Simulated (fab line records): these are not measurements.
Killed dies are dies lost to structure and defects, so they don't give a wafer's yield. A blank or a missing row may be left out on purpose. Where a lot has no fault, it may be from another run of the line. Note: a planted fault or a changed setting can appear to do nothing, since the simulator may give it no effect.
Which tool did it? || flow sky130 || 24 lots with 72 wafers sampled at 4 steps, on a route of 708 steps

## WHAT THE GAUGES READ, wafer by wafer
SKY_VIA3_OVL_MEAS_13.
{"lot": "L074", "measured": "day 39 09:14", "on": "overlay-02", "VIA3_OVL (nm)": "2 7 -9"}
{"lot": "L075", "measured": "day 39 23:27", "on": "overlay-02", "VIA3_OVL (nm)": "-5 3 -1"}
{"lot": "L076", "measured": "day 40 17:37", "on": "overlay-01", "VIA3_OVL (nm)": "13 16 -2"}
{"lot": "L077", "measured": "day 41 00:47", "on": "overlay-02", "VIA3_OVL (nm)": "-5 0 3"}
{"lot": "L079", "measured": "day 41 05:47", "on": "overlay-02", "VIA3_OVL (nm)": "9 -2 3"}
{"lot": "L078", "measured": "day 41 11:59", "on": "overlay-02", "VIA3_OVL (nm)": "5 8 5"}
{"lot": "L080", "measured": "day 41 16:32", "on": "overlay-01", "VIA3_OVL (nm)": "-5 -1 -15"}
{"lot": "L081", "measured": "day 42 04:14", "on": "overlay-02", "VIA3_OVL (nm)": "3 6 2"}
{"lot": "L082", "measured": "day 42 05:11", "on": "overlay-01", "VIA3_OVL (nm)": "5 0 2"}
{"lot": "L083", "measured": "day 42 06:45", "on": "overlay-02", "VIA3_OVL (nm)": "-9 3 1"}
{"lot": "L084", "measured": "day 42 16:44", "on": "overlay-01", "VIA3_OVL (nm)": "1 -1 3"}
{"lot": "L085", "measured": "day 43 01:41", "on": "overlay-02", "VIA3_OVL (nm)": "-2 5 -2"}
{"lot": "L086", "measured": "day 43 07:30", "on": "overlay-01", "VIA3_OVL (nm)": "2 2 -2"}
{"lot": "L087", "measured": "day 43 15:11", "on": "overlay-01", "VIA3_OVL (nm)": "1 5 1"}
{"lot": "L089", "measured": "day 43 21:38", "on": "overlay-02", "VIA3_OVL (nm)": "7 9 0"}
{"lot": "L088", "measured": "day 44 00:53", "on": "overlay-02", "VIA3_OVL (nm)": "5 -2 4"}
{"lot": "L090", "measured": "day 44 09:37", "on": "overlay-02", "VIA3_OVL (nm)": "2 1 -7"}
{"lot": "L091", "measured": "day 44 15:20", "on": "overlay-02", "VIA3_OVL (nm)": "13 15 8"}
{"lot": "L092", "measured": "day 44 18:34", "on": "overlay-01", "VIA3_OVL (nm)": "3 3 -1"}
{"lot": "L093", "measured": "day 45 02:11", "on": "overlay-02", "VIA3_OVL (nm)": "5 6 -2"}
{"lot": "L094", "measured": "day 45 11:08", "on": "overlay-02", "VIA3_OVL (nm)": "4 8 16"}
{"lot": "L095", "measured": "day 45 11:23", "on": "overlay-02", "VIA3_OVL (nm)": "7 10 5"}
{"lot": "L096", "measured": "day 45 15:02", "on": "overlay-01", "VIA3_OVL (nm)": "-1 -5 -4"}
{"lot": "L097", "measured": "day 46 00:16", "on": "overlay-01", "VIA3_OVL (nm)": "4 6 8"}

SKY_VIA4_RS_MEAS_19: a four-point-probe measurement.
{"lot": "L074", "measured": "day 42 13:19", "on": "film-metro-03", "VIA4_W_RS (ohm/sq)": "0.224 0.227 0.226"}
{"lot": "L075", "measured": "day 43 03:43", "on": "film-metro-04", "VIA4_W_RS (ohm/sq)": "0.230 0.231 0.231"}
{"lot": "L076", "measured": "day 43 19:55", "on": "film-metro-03", "VIA4_W_RS (ohm/sq)": "0.230 0.226 0.227"}
{"lot": "L077", "measured": "day 44 04:14", "on": "film-metro-02", "VIA4_W_RS (ohm/sq)": "0.229 0.228 0.225"}
{"lot": "L079", "measured": "day 44 08:09", "on": "film-metro-03", "VIA4_W_RS (ohm/sq)": "0.226 0.230 0.224"}
{"lot": "L078", "measured": "day 44 14:00", "on": "film-metro-02", "VIA4_W_RS (ohm/sq)": "0.226 0.224 0.221"}
{"lot": "L080", "measured": "day 44 17:53", "on": "film-metro-03", "VIA4_W_RS (ohm/sq)": "0.228 0.225 0.226"}
{"lot": "L081", "measured": "day 45 05:21", "on": "film-metro-03", "VIA4_W_RS (ohm/sq)": "0.228 0.225 0.220"}
{"lot": "L082", "measured": "day 45 05:40", "on": "film-metro-04", "VIA4_W_RS (ohm/sq)": "0.217 0.219 0.228"}
{"lot": "L083", "measured": "day 45 07:40", "on": "film-metro-04", "VIA4_W_RS (ohm/sq)": "0.229 0.228 0.219"}
{"lot": "L084", "measured": "day 45 15:31", "on": "film-metro-02", "VIA4_W_RS (ohm/sq)": "0.225 0.223 0.228"}
{"lot": "L085", "measured": "day 45 23:58", "on": "film-metro-02", "VIA4_W_RS (ohm/sq)": "0.225 0.225 0.230"}
{"lot": "L086", "measured": "day 46 05:22", "on": "film-metro-03", "VIA4_W_RS (ohm/sq)": "0.224 0.227 0.223"}
{"lot": "L087", "measured": "day 46 12:08", "on": "film-metro-02", "VIA4_W_RS (ohm/sq)": "0.229 0.231 0.229"}
{"lot": "L089", "measured": "day 46 18:02", "on": "film-metro-03", "VIA4_W_RS (ohm/sq)": "0.224 0.225 0.226"}
{"lot": "L088", "measured": "day 46 23:04", "on": "film-metro-03", "VIA4_W_RS (ohm/sq)": "0.225 0.221 0.227"}
{"lot": "L090", "measured": "day 47 05:29", "on": "film-metro-04", "VIA4_W_RS (ohm/sq)": "0.216 0.225 0.218"}
{"lot": "L091", "measured": "day 47 11:25", "on": "film-metro-03", "VIA4_W_RS (ohm/sq)": "0.220 0.225 0.215"}
{"lot": "L092", "measured": "day 47 13:29", "on": "film-metro-03", "VIA4_W_RS (ohm/sq)": "0.229 0.226 0.225"}
{"lot": "L093", "measured": "day 47 20:55", "on": "film-metro-04", "VIA4_W_RS (ohm/sq)": "0.227 0.231 0.225"}
{"lot": "L094", "measured": "day 48 05:16", "on": "film-metro-03", "VIA4_W_RS (ohm/sq)": "0.225 0.226 0.225"}
{"lot": "L095", "measured": "day 48 05:52", "on": "film-metro-04", "VIA4_W_RS (ohm/sq)": "0.226 0.225 0.228"}
{"lot": "L096", "measured": "day 48 08:29", "on": "film-metro-04", "VIA4_W_RS (ohm/sq)": "0.224 0.229 0.229"}
{"lot": "L097", "measured": "day 48 16:19", "on": "film-metro-04", "VIA4_W_RS (ohm/sq)": "0.226 0.229 0.224"}

## WHICH TOOL RAN EACH LOT (tool, then ch and the chambers of the sampled wafers, then the start)
{"lot": "L074", "SKY_VIA2_STRIP_16": "plasma-asher-01 ch 0,1, day 36 01:59", "SKY_VIA4_CVD_18": "cvd-w-01 ch 0,1, day 42 13:10"}
{"lot": "L075", "SKY_VIA2_STRIP_16": "plasma-asher-01 ch 0,1, day 36 16:18", "SKY_VIA4_CVD_18": "cvd-w-02 ch 0,1, day 43 03:35"}
{"lot": "L076", "SKY_VIA2_STRIP_16": "plasma-asher-04 ch 0,1, day 37 10:44", "SKY_VIA4_CVD_18": "cvd-w-02 ch 0,1, day 43 19:46"}
{"lot": "L077", "SKY_VIA2_STRIP_16": "plasma-asher-01 ch 0,1, day 37 19:10", "SKY_VIA4_CVD_18": "cvd-w-02 ch 0,1, day 44 04:04"}
{"lot": "L079", "SKY_VIA2_STRIP_16": "plasma-asher-02 ch 0,1, day 37 23:42", "SKY_VIA4_CVD_18": "cvd-w-01 ch 0,1, day 44 07:59"}
{"lot": "L078", "SKY_VIA2_STRIP_16": "plasma-asher-04 ch 0,1, day 38 06:46", "SKY_VIA4_CVD_18": "cvd-w-01 ch 0,1, day 44 13:50"}
{"lot": "L080", "SKY_VIA2_STRIP_16": "plasma-asher-02 ch 0,1, day 38 10:44", "SKY_VIA4_CVD_18": "cvd-w-01 ch 0,1, day 44 17:43"}
{"lot": "L081", "SKY_VIA2_STRIP_16": "plasma-asher-02 ch 0, day 38 23:40", "SKY_VIA4_CVD_18": "cvd-w-01 ch 0,1, day 45 05:11"}
{"lot": "L082", "SKY_VIA2_STRIP_16": "plasma-asher-04 ch 0,1, day 39 00:02", "SKY_VIA4_CVD_18": "cvd-w-02 ch 0,1, day 45 05:32"}
{"lot": "L083", "SKY_VIA2_STRIP_16": "plasma-asher-04 ch 0,1, day 39 01:29", "SKY_VIA4_CVD_18": "cvd-w-02 ch 0,1, day 45 07:31"}
{"lot": "L084", "SKY_VIA2_STRIP_16": "plasma-asher-02 ch 1, day 39 12:01", "SKY_VIA4_CVD_18": "cvd-w-01 ch 0,1, day 45 15:22"}
{"lot": "L085", "SKY_VIA2_STRIP_16": "plasma-asher-04 ch 1, day 39 22:10", "SKY_VIA4_CVD_18": "cvd-w-01 ch 0,1, day 45 23:47"}
{"lot": "L086", "SKY_VIA2_STRIP_16": "plasma-asher-02 ch 0,1, day 40 03:36", "SKY_VIA4_CVD_18": "cvd-w-01 ch 0,1, day 46 05:13"}
{"lot": "L087", "SKY_VIA2_STRIP_16": "plasma-asher-02 ch 1, day 40 12:19", "SKY_VIA4_CVD_18": "cvd-w-01 ch 0, day 46 11:58"}
{"lot": "L089", "SKY_VIA2_STRIP_16": "plasma-asher-02 ch 0,1, day 40 20:17", "SKY_VIA4_CVD_18": "cvd-w-01 ch 0,1, day 46 17:54"}
{"lot": "L088", "SKY_VIA2_STRIP_16": "plasma-asher-01 ch 0,1, day 40 23:16", "SKY_VIA4_CVD_18": "cvd-w-01 ch 0,1, day 46 22:55"}
{"lot": "L090", "SKY_VIA2_STRIP_16": "plasma-asher-04 ch 0,1, day 41 08:29", "SKY_VIA4_CVD_18": "cvd-w-02 ch 0,1, day 47 05:20"}
{"lot": "L091", "SKY_VIA2_STRIP_16": "plasma-asher-02 ch 0,1, day 41 15:30", "SKY_VIA4_CVD_18": "cvd-w-02 ch 0,1, day 47 11:16"}
{"lot": "L092", "SKY_VIA2_STRIP_16": "plasma-asher-02 ch 0,1, day 41 18:20", "SKY_VIA4_CVD_18": "cvd-w-01 ch 0,1, day 47 13:20"}
{"lot": "L093", "SKY_VIA2_STRIP_16": "plasma-asher-04 ch 0,1, day 42 01:34", "SKY_VIA4_CVD_18": "cvd-w-01 ch 0,1, day 47 20:44"}
{"lot": "L094", "SKY_VIA2_STRIP_16": "plasma-asher-04 ch 0,1, day 42 11:35", "SKY_VIA4_CVD_18": "cvd-w-01 ch 0,1, day 48 05:05"}
{"lot": "L095", "SKY_VIA2_STRIP_16": "plasma-asher-04 ch 0,1, day 42 11:55", "SKY_VIA4_CVD_18": "cvd-w-01 ch 0,1, day 48 05:41"}
{"lot": "L096", "SKY_VIA2_STRIP_16": "plasma-asher-01 ch 0,1, day 42 17:26", "SKY_VIA4_CVD_18": "cvd-w-01 ch 0,1, day 48 08:20"}
{"lot": "L097", "SKY_VIA2_STRIP_16": "plasma-asher-02 ch 0,1, day 43 03:31", "SKY_VIA4_CVD_18": "cvd-w-01 ch 0,1, day 48 16:10"}
- SKY_VIA2_STRIP_16: strips in O2/N2.
- SKY_VIA4_CVD_18: deposits W, target thk 505 nm, time 152.14 s.

## AS READ BY THE TOOLS THEMSELVES (means over the sampled wafers that have a number; for cases with no such wafer, the mark the record gives instead)
SKY_VIA2_STRIP_16.
{"lot": "L074", "tool": "plasma-asher-01", "drypump-motor-current-A (A)": 5.1, "oes-product-au (a.u.)": 0.400, "strip-time-to-endpoint-s (s)": 4.056}
{"lot": "L075", "tool": "plasma-asher-01", "drypump-motor-current-A (A)": 5.1, "oes-product-au (a.u.)": 0.400, "strip-time-to-endpoint-s (s)": 4.067}
{"lot": "L076", "tool": "plasma-asher-04", "drypump-motor-current-A (A)": 5.2, "oes-product-au (a.u.)": 0.399, "strip-time-to-endpoint-s (s)": 4.032}
{"lot": "L077", "tool": "plasma-asher-01", "drypump-motor-current-A (A)": 5.0, "oes-product-au (a.u.)": 0.397, "strip-time-to-endpoint-s (s)": 4.028}
{"lot": "L079", "tool": "plasma-asher-02", "drypump-motor-current-A (A)": 5.8, "oes-product-au (a.u.)": 0.395, "strip-time-to-endpoint-s (s)": 4.041}
{"lot": "L078", "tool": "plasma-asher-04", "drypump-motor-current-A (A)": 5.3, "oes-product-au (a.u.)": 0.400, "strip-time-to-endpoint-s (s)": 4.028}
{"lot": "L080", "tool": "plasma-asher-02", "drypump-motor-current-A (A)": 5.6, "oes-product-au (a.u.)": 0.401, "strip-time-to-endpoint-s (s)": 4.040}
{"lot": "L081", "tool": "plasma-asher-02", "drypump-motor-current-A (A)": 6.1, "oes-product-au (a.u.)": 0.399, "strip-time-to-endpoint-s (s)": 4.045}
{"lot": "L082", "tool": "plasma-asher-04", "drypump-motor-current-A (A)": 5.2, "oes-product-au (a.u.)": 0.394, "strip-time-to-endpoint-s (s)": 4.037}
{"lot": "L083", "tool": "plasma-asher-04", "drypump-motor-current-A (A)": 5.3, "oes-product-au (a.u.)": 0.398, "strip-time-to-endpoint-s (s)": 4.061}
{"lot": "L084", "tool": "plasma-asher-02", "drypump-motor-current-A (A)": 5.3, "oes-product-au (a.u.)": 0.397, "strip-time-to-endpoint-s (s)": 4.061}
{"lot": "L085", "tool": "plasma-asher-04", "drypump-motor-current-A (A)": 5.4, "oes-product-au (a.u.)": 0.402, "strip-time-to-endpoint-s (s)": 4.047}
{"lot": "L086", "tool": "plasma-asher-02", "drypump-motor-current-A (A)": 5.8, "oes-product-au (a.u.)": 0.402, "strip-time-to-endpoint-s (s)": 4.051}
{"lot": "L087", "tool": "plasma-asher-02", "drypump-motor-current-A (A)": 5.3, "oes-product-au (a.u.)": 0.398, "strip-time-to-endpoint-s (s)": 4.022}
{"lot": "L089", "tool": "plasma-asher-02", "drypump-motor-current-A (A)": 5.8, "oes-product-au (a.u.)": 0.400, "strip-time-to-endpoint-s (s)": 4.051}
{"lot": "L088", "tool": "plasma-asher-01", "drypump-motor-current-A (A)": 5.1, "oes-product-au (a.u.)": 0.399, "strip-time-to-endpoint-s (s)": 4.034}
{"lot": "L090", "tool": "plasma-asher-04", "drypump-motor-current-A (A)": 5.2, "oes-product-au (a.u.)": 0.397, "strip-time-to-endpoint-s (s)": 4.004}
{"lot": "L091", "tool": "plasma-asher-02", "drypump-motor-current-A (A)": 5.8, "oes-product-au (a.u.)": 0.398, "strip-time-to-endpoint-s (s)": 4.031}
{"lot": "L092", "tool": "plasma-asher-02", "drypump-motor-current-A (A)": 5.6, "oes-product-au (a.u.)": 0.400, "strip-time-to-endpoint-s (s)": 4.044}
{"lot": "L093", "tool": "plasma-asher-04", "drypump-motor-current-A (A)": 5.2, "oes-product-au (a.u.)": 0.399, "strip-time-to-endpoint-s (s)": 4.070}
{"lot": "L094", "tool": "plasma-asher-04", "drypump-motor-current-A (A)": 5.3, "oes-product-au (a.u.)": 0.399, "strip-time-to-endpoint-s (s)": 4.039}
{"lot": "L095", "tool": "plasma-asher-04", "drypump-motor-current-A (A)": 5.2, "oes-product-au (a.u.)": 0.398, "strip-time-to-endpoint-s (s)": 4.065}
{"lot": "L096", "tool": "plasma-asher-01", "drypump-motor-current-A (A)": 5.2, "oes-product-au (a.u.)": 0.399, "strip-time-to-endpoint-s (s)": 4.036}
{"lot": "L097", "tool": "plasma-asher-02", "drypump-motor-current-A (A)": 5.8, "oes-product-au (a.u.)": 0.395, "strip-time-to-endpoint-s (s)": 4.079}

SKY_VIA4_CVD_18.
{"lot": "L074", "tool": "cvd-w-01", "heater-power-w (W)": 890, "susceptor-temp-C (C)": 399.94}
{"lot": "L075", "tool": "cvd-w-02", "heater-power-w (W)": 902, "susceptor-temp-C (C)": 400.12}
{"lot": "L076", "tool": "cvd-w-02", "heater-power-w (W)": 930, "susceptor-temp-C (C)": 399.77}
{"lot": "L077", "tool": "cvd-w-02", "heater-power-w (W)": 882, "susceptor-temp-C (C)": 400.01}
{"lot": "L079", "tool": "cvd-w-01", "heater-power-w (W)": 905, "susceptor-temp-C (C)": 399.88}
{"lot": "L078", "tool": "cvd-w-01", "heater-power-w (W)": 855, "susceptor-temp-C (C)": 400.13}
{"lot": "L080", "tool": "cvd-w-01", "heater-power-w (W)": 839, "susceptor-temp-C (C)": 399.98}
{"lot": "L081", "tool": "cvd-w-01", "heater-power-w (W)": 900, "susceptor-temp-C (C)": 400.16}
{"lot": "L082", "tool": "cvd-w-02", "heater-power-w (W)": 901, "susceptor-temp-C (C)": 399.91}
{"lot": "L083", "tool": "cvd-w-02", "heater-power-w (W)": 936, "susceptor-temp-C (C)": 399.62}
{"lot": "L084", "tool": "cvd-w-01", "heater-power-w (W)": 850, "susceptor-temp-C (C)": 400.05}
{"lot": "L085", "tool": "cvd-w-01", "heater-power-w (W)": 877, "susceptor-temp-C (C)": 400.32}
{"lot": "L086", "tool": "cvd-w-01", "heater-power-w (W)": 911, "susceptor-temp-C (C)": 400.32}
{"lot": "L087", "tool": "cvd-w-01", "heater-power-w (W)": 799, "susceptor-temp-C (C)": 400.04}
{"lot": "L089", "tool": "cvd-w-01", "heater-power-w (W)": 888, "susceptor-temp-C (C)": 399.99}
{"lot": "L088", "tool": "cvd-w-01", "heater-power-w (W)": 858, "susceptor-temp-C (C)": 400.04}
{"lot": "L090", "tool": "cvd-w-02", "heater-power-w (W)": 881, "susceptor-temp-C (C)": 399.94}
{"lot": "L091", "tool": "cvd-w-02", "heater-power-w (W)": 900, "susceptor-temp-C (C)": 400.21}
{"lot": "L092", "tool": "cvd-w-01", "heater-power-w (W)": 895, "susceptor-temp-C (C)": 400.03}
{"lot": "L093", "tool": "cvd-w-01", "heater-power-w (W)": 848, "susceptor-temp-C (C)": 400.06}
{"lot": "L094", "tool": "cvd-w-01", "heater-power-w (W)": 921, "susceptor-temp-C (C)": 399.85}
{"lot": "L095", "tool": "cvd-w-01", "heater-power-w (W)": 857, "susceptor-temp-C (C)": 399.88}
{"lot": "L096", "tool": "cvd-w-01", "heater-power-w (W)": 856, "susceptor-temp-C (C)": 400.07}
{"lot": "L097", "tool": "cvd-w-01", "heater-power-w (W)": 916, "susceptor-temp-C (C)": 400.13}

## THE ANSWER, worked out from the rows above alone
Rule: the lots themselves supply what counts as usual. Put in order of their means at a reading, lots are off if they are a third of the lots or fewer, leave a main group of 4 or more, and stand apart from it by a gap of 3 or more times the standard deviation of the main group's means; of several such gaps the widest counts. Not used: any main group whose means are identical at the precision the tables above print for the reading. Also off: a lot with no number at a reading for which 4 or more lots have one. Where the step has rows for the other lots, those lots are counted as sound. The gauges are gone through in route order, then the tools' own readings, and for those a lot's mean is taken as printed above. At the first step where some lot is off, the reading lying furthest off is the one used; lots without a number count as furthest.
Nothing can be told from this: no lot is off at any reading shown.

## WHAT WAS PUT IN BY THE SIMULATOR
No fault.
